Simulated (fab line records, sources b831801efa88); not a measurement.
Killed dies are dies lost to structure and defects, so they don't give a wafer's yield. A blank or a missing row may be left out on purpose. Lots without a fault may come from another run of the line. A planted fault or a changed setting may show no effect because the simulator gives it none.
Which tool did it? | flow gf180mcu | 7 lots, 21 wafers sampled, at 1 step of a route of 602

WHAT THE GAUGES READ, wafer by wafer
GF_STI_THK_MEAS_22.
lot  | measured    | on            | STI_OXIDATION_01_THK (nm)
L678 | day 2 18:34 | film_metro-02 | 15.0 15.2 15.2
L683 | day 3 15:57 | film_metro-03 | 15.5 15.8 15.7
L685 | day 4 08:05 | film_metro-03 | 14.4 14.5 14.6
L687 | day 4 13:30 | film_metro-03 | 15.0 14.4 14.5
L691 | day 5 08:50 | film_metro-03 | 15.2 15.2 15.2
L695 | day 6 05:07 | film_metro-03 | 15.2 15.5 15.0
L698 | day 6 21:18 | film_metro-03 | 14.9 15.0 15.1

WHICH TOOL RAN EACH LOT (tool, then ch and the chambers of the sampled wafers, then the start)
The record holds no process step before these readings.

THE ANSWER, worked out from the rows above alone
Rule: what is usual is taken from the lots themselves. Put in order of their means at a reading, lots are off if they are a third of the lots or fewer, leave a main group of 4 or more, and stand apart from it by a gap of 3 or more times the standard deviation of the main group's means; of several such gaps the widest counts. A main group whose means are all the same, to the digits that the tables above print for the reading, isn't used. A lot without any number at a reading at which 4 lots or more have one is off too. The other lots that the step has rows for count as sound.
No lot is off at any reading shown: from this, nothing can be told.

WHAT THE SIMULATOR HAD PUT IN
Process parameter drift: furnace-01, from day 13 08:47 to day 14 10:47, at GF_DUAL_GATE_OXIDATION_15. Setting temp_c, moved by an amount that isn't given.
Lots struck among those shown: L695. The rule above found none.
